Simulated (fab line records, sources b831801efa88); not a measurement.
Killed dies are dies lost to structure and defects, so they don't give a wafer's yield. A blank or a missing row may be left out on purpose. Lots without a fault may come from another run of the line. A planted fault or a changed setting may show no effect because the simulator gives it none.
Which tool did it? | flow gf180mcu | 24 lots, 72 wafers sampled, at 4 steps of a route of 602

WHAT THE GAUGES READ, wafer by wafer
GF_V4_CD_MEAS_14: target cd 260 nm. Usual: cd_nm 260.0 nm, standard deviation 1.5.
lot  | measured     | on        | cd_nm (nm)        | flag
L074 | day 26 12:41 | cd_sem-01 | 260.4 260.3 260.9 |
L075 | day 27 00:06 | cd_sem-01 | 259.2 260.4 259.4 |
L076 | day 27 06:22 | cd_sem-01 | 259.6 258.6 257.9 |
L077 | day 27 14:40 | cd_sem-02 | 258.7 259.4 259.0 |
L078 | day 27 19:07 | cd_sem-02 | 260.9 261.6 262.1 |
L079 | day 28 05:49 | cd_sem-01 | 260.4 260.9 260.1 |
L080 | day 28 09:44 | cd_sem-02 | 260.4 258.1 257.9 |
L081 | day 28 16:46 | cd_sem-01 | 260.6 261.2 261.4 |
L082 | day 29 05:11 | cd_sem-01 | 259.4 259.7 259.5 |
L083 | day 29 09:22 | cd_sem-02 | 263.1 262.7 261.8 |
L084 | day 29 17:50 | cd_sem-02 | 258.9 258.7 259.5 |
L085 | day 30 01:37 | cd_sem-02 | 258.1 259.3 259.3 |
L086 | day 30 04:04 | cd_sem-02 | 260.6 259.6 259.6 |
L087 | day 30 10:08 | cd_sem-01 | 258.8 259.8 258.9 |
L088 | day 30 20:38 | cd_sem-01 | 257.2 259.5 258.2 |
L089 | day 30 23:29 | cd_sem-02 | 261.6 260.7 260.2 |
L090 | day 31 05:30 | cd_sem-02 | 260.1 260.7 259.5 |
L091 | day 31 14:13 | cd_sem-01 | 258.1 256.5 257.0 |
L092 | day 31 17:16 | cd_sem-01 | 259.2 259.8 258.8 |
L093 | day 31 23:37 | cd_sem-02 | 261.4 261.3 262.0 |
L094 | day 32 03:10 | cd_sem-01 | 262.4 262.9 261.1 |
L095 | day 32 11:01 | cd_sem-01 | 261.9 261.9 261.3 |
L096 | day 32 18:31 | cd_sem-01 | 258.4 258.5 259.0 |
L097 | day 32 22:03 | cd_sem-02 | 260.9 259.7 260.1 |

WHICH TOOL RAN EACH LOT (tool, then ch and the chambers of the sampled wafers, then the start)
lot  | GF_V3_CVD_02                    | GF_V3_ETCH_16                      | GF_V4_CMP_04
L074 | pecvd-02 ch 0,2, day 23 11:51   | rie_diel-04 ch 0,1,3, day 24 12:49 | cmp-01 ch 0,3, day 25 14:12
L075 | pecvd-02 ch 0,1,2, day 24 01:28 | rie_diel-02 ch 0,1,3, day 25 00:55 | cmp-02 ch 0,2,3, day 26 01:41
L076 | pecvd-02 ch 0,1,2, day 24 07:40 | rie_diel-02 ch 0,2,3, day 25 06:46 | cmp-01 ch 0,1,2, day 26 07:52
L077 | pecvd-02 ch 1,2, day 24 15:56   | rie_diel-02 ch 1,3, day 25 15:37   | cmp-01 ch 1,3, day 26 16:23
L078 | pecvd-03 ch 0,1,2, day 24 20:04 | rie_diel-01 ch 0,3, day 25 19:29   | cmp-02 ch 1,2, day 26 21:00
L079 | pecvd-04 ch 0,1,2, day 25 07:52 | rie_diel-02 ch 0,2, day 26 07:11   | cmp-02 ch 0,2,3, day 27 08:03
L080 | pecvd-03 ch 0,2, day 25 13:18   | rie_diel-04 ch 0,2,3, day 26 11:41 | cmp-01 ch 1,2,3, day 27 12:10
L081 | pecvd-03 ch 0,2, day 25 18:40   | rie_diel-02 ch 2,3, day 26 17:37   | cmp-02 ch 1,2,3, day 27 19:11
L082 | pecvd-02 ch 1,2, day 26 09:52   | rie_diel-02 ch 0,2, day 27 09:14   | cmp-01 ch 0,2,3, day 28 08:37
L083 | pecvd-03 ch 1,2, day 26 14:33   | rie_diel-01 ch 2,3, day 27 12:50   | cmp-02 ch 0,1,2, day 28 12:30
L084 | pecvd-02 ch 0,1,2, day 26 23:12 | rie_diel-04 ch 0,1,3, day 27 21:05 | cmp-01 ch 1,2, day 28 20:43
L085 | pecvd-04 ch 0,1,2, day 27 05:56 | rie_diel-02 ch 0,2,3, day 28 04:23 | cmp-01 ch 0,1,2, day 29 04:15
L086 | pecvd-04 ch 0,1,2, day 27 10:27 | rie_diel-02 ch 1,2,3, day 28 07:59 | cmp-02 ch 0,1, day 29 07:21
L087 | pecvd-02 ch 0,1,2, day 27 16:59 | rie_diel-02 ch 0,1,3, day 28 14:37 | cmp-02 ch 0,1,2, day 29 14:14
L088 | pecvd-03 ch 0,1, day 28 03:01   | rie_diel-01 ch 0,3, day 29 00:43   | cmp-02 ch 0,2,3, day 30 00:20
L089 | pecvd-02 ch 0,1, day 28 07:29   | rie_diel-01 ch 0,2,3, day 29 04:40 | cmp-02 ch 0,1, day 30 03:15
L090 | pecvd-03 ch 1,2, day 28 12:52   | rie_diel-02 ch 0,1,3, day 29 10:22 | cmp-01 ch 0,1, day 30 09:29
L091 | pecvd-04 ch 0,2, day 28 23:22   | rie_diel-02 ch 1,2,3, day 29 20:28 | cmp-01 ch 0,1,2, day 30 19:00
L092 | pecvd-02 ch 0,1,2, day 29 02:53 | rie_diel-01 ch 1,2, day 29 23:43   | cmp-01 ch 0,3, day 30 21:41
L093 | pecvd-02 ch 0,1,2, day 29 08:34 | rie_diel-02 ch 0,2,3, day 30 05:52 | cmp-02 ch 0,2,3, day 31 04:25
L094 | pecvd-03 ch 1,2, day 29 12:33   | rie_diel-01 ch 0,1,2, day 30 09:35 | cmp-02 ch 0,1,2, day 31 07:58
L095 | pecvd-04 ch 0,1, day 29 21:23   | rie_diel-02 ch 0,2,3, day 30 18:17 | cmp-01 ch 0,1,2, day 31 15:53
L096 | pecvd-03 ch 0,1,2, day 30 06:00 | rie_diel-02 ch 0,1,2, day 31 02:38 | cmp-02 ch 0,2,3, day 32 00:14
L097 | pecvd-04 ch 1,2, day 30 10:03   | rie_diel-02 ch 0,1,3, day 31 05:56 | cmp-02 ch 0,2,3, day 32 03:53
- GF_V3_CVD_02: deposits SiO2 from TEOS, target thk 850 nm, time 94.851 s.
- GF_V3_ETCH_16: etches BARC in N2/H2.
- GF_V4_CMP_04: polishes SiO2.

WHAT THE TOOLS THEMSELVES READ (means of the sampled wafers that have a number; where no wafer has one, the mark that the record gives instead)
GF_V3_CVD_02. Usual: heater_power_outer_w 381 W, standard deviation 48; heater_power_w 650 W, standard deviation 69; rf_fwd_power_W 596.0 W, standard deviation 2.2.
lot  | tool     | heater_power_outer_w (W) | heater_power_w (W) | rf_fwd_power_W (W) | flag
L074 | pecvd-02 | 399                      | 683                | 597.3              |
L075 | pecvd-02 | 378                      | 646                | 596.8              |
L076 | pecvd-02 | 419                      | 681                | 595.8              |
L077 | pecvd-02 | 422                      | 659                | 596.9              |
L078 | pecvd-03 | 362                      | 627                | 597.0              |
L079 | pecvd-04 | 407                      | 704                | 593.9              |
L080 | pecvd-03 | 345                      | 611                | 595.9              |
L081 | pecvd-03 | 381                      | 643                | 595.8              |
L082 | pecvd-02 | 393                      | 631                | 596.9              |
L083 | pecvd-03 | 314                      | 572                | 595.5              |
L084 | pecvd-02 | 343                      | 575                | 597.8              |
L085 | pecvd-04 | 365                      | 640                | 594.9              |
L086 | pecvd-04 | 427                      | 742                | 593.9              |
L087 | pecvd-02 | 389                      | 637                | 596.7              |
L088 | pecvd-03 | 417                      | 711                | 594.3              |
L089 | pecvd-02 | 363                      | 629                | 595.1              |
L090 | pecvd-03 | 355                      | 640                | 597.0              |
L091 | pecvd-04 | 419                      | 707                | 595.1              |
L092 | pecvd-02 | 345                      | 588                | 597.2              |
L093 | pecvd-02 | 373                      | 618                | 597.5              |
L094 | pecvd-03 | 347                      | 631                | 597.6              |
L095 | pecvd-04 | 401                      | 700                | 596.2              |
L096 | pecvd-03 | 384                      | 667                | 596.5              |
L097 | pecvd-04 | 399                      | 708                | 594.6              |

GF_V3_ETCH_16. Usual: drypump_motor_current_A 5.8 A, standard deviation 0.43; n2_flow_sccm 99.95 sccm, standard deviation 0.27; oes_product_au 0.854 a.u., standard deviation 0.0047; rf_fwd_power_W 494.6 W, standard deviation 2.3; throttle_valve_pct 13.225 %, standard deviation 0.0095.
lot  | tool        | drypump_motor_current_A (A) | n2_flow_sccm (sccm) | oes_product_au (a.u.) | rf_fwd_power_W (W) | throttle_valve_pct (%) | flag
L074 | rie_diel-04 | 5.4                         | 100.03              | 0.854                 | 495.4              | 13.226                 |
L075 | rie_diel-02 | 5.9                         | 99.72               | 0.855                 | 494.6              | 13.224                 |
L076 | rie_diel-02 | 5.8                         | 100.26              | 0.858                 | 495.0              | 13.227                 |
L077 | rie_diel-02 | 5.9                         | 100.18              | 0.856                 | 494.4              | 13.230                 |
L078 | rie_diel-01 | 5.4                         | 99.80               | 0.851                 | 493.1              | 13.225                 |
L079 | rie_diel-02 | 6.1                         | 99.86               | 0.852                 | 493.6              | 13.231                 |
L080 | rie_diel-04 | 5.4                         | 100.02              | 0.848                 | 496.1              | 13.230                 |
L081 | rie_diel-02 | 5.7                         | 100.05              | 0.856                 | 496.8              | 13.233                 |
L082 | rie_diel-02 | 6.1                         | 99.91               | 0.857                 | 493.9              | 13.226                 |
L083 | rie_diel-01 | 5.8                         | 99.75               | 0.853                 | 496.8              | 13.222                 |
L084 | rie_diel-04 | 5.4                         | 99.80               | 0.855                 | 495.7              | 13.228                 |
L085 | rie_diel-02 | 5.8                         | 100.07              | 0.852                 | 494.7              | 13.227                 |
L086 | rie_diel-02 | 5.8                         | 99.85               | 0.850                 | 494.8              | 13.229                 |
L087 | rie_diel-02 | 6.0                         | 99.84               | 0.855                 | 493.5              | 13.231                 |
L088 | rie_diel-01 | 5.4                         | 99.81               | 0.853                 | 494.7              | 13.223                 |
L089 | rie_diel-01 | 5.8                         | 99.96               | 0.855                 | 493.9              | 13.230                 |
L090 | rie_diel-02 | 5.9                         | 99.93               | 0.856                 | 494.4              | 13.223                 |
L091 | rie_diel-02 | 5.8                         | 99.85               | 0.854                 | 492.9              | 13.222                 |
L092 | rie_diel-01 | 6.1                         | 100.14              | 0.852                 | 493.7              | 13.217                 |
L093 | rie_diel-02 | 5.8                         | 99.78               | 0.861                 | 496.4              | 13.223                 |
L094 | rie_diel-01 | 6.2                         | 99.80               | 0.855                 | 493.7              | 13.224                 |
L095 | rie_diel-02 | 5.9                         | 100.13              | 0.848                 | 496.1              | 13.224                 |
L096 | rie_diel-02 | 6.1                         | 99.76               | 0.852                 | 492.7              | 13.225                 |
L097 | rie_diel-02 | 5.9                         | 99.97               | 0.857                 | 494.7              | 13.222                 |

GF_V4_CMP_04. Usual: motor_current_A 11.7 A, standard deviation 1.3; time_to_endpoint_s 82 s, standard deviation 4.8.
lot  | tool   | motor_current_A (A) | time_to_endpoint_s (s) | flag
L074 | cmp-01 | 11.1                | 76                     |
L075 | cmp-02 | 11.5                | 82                     |
L076 | cmp-01 | 11.6                | 75                     |
L077 | cmp-01 | 10.7                | 78                     |
L078 | cmp-02 | 13.5                | 83                     |
L079 | cmp-02 | 12.0                | 79                     |
L080 | cmp-01 | 10.3                | 80                     |
L081 | cmp-02 | 12.6                | 83                     |
L082 | cmp-01 | 11.3                | 84                     |
L083 | cmp-02 | 12.4                | 77                     |
L084 | cmp-01 | 11.3                | 84                     |
L085 | cmp-01 | 11.3                | 82                     |
L086 | cmp-02 | 12.8                | 85                     |
L087 | cmp-02 | 12.8                | 78                     |
L088 | cmp-02 | 11.2                | 79                     |
L089 | cmp-02 | 13.1                | 82                     |
L090 | cmp-01 | 11.4                | 86                     |
L091 | cmp-01 | 11.6                | 83                     |
L092 | cmp-01 | 11.7                | 87                     |
L093 | cmp-02 | 11.7                | 80                     |
L094 | cmp-02 | 13.0                | 81                     |
L095 | cmp-01 | 11.3                | 86                     |
L096 | cmp-02 | 11.5                | 85                     |
L097 | cmp-02 | 11.6                | 87                     |

THE ANSWER, worked out from the rows above alone
Rule: a lot is off if the mean of its wafers that have a number lies more than 3 standard deviations from the usual mean. A lot without any number at a reading at which 4 lots or more have one is off too. The other lots that the step has rows for count as sound. The gauges are gone through in route order, then the tools' own readings, and for those a lot's mean is taken as printed above. The first step at which some lot is off is used, and at that step the reading that is off furthest; a lot without a number counts as furthest.
No lot is off at any reading shown: from this, nothing can be told.

WHAT THE SIMULATOR HAD PUT IN
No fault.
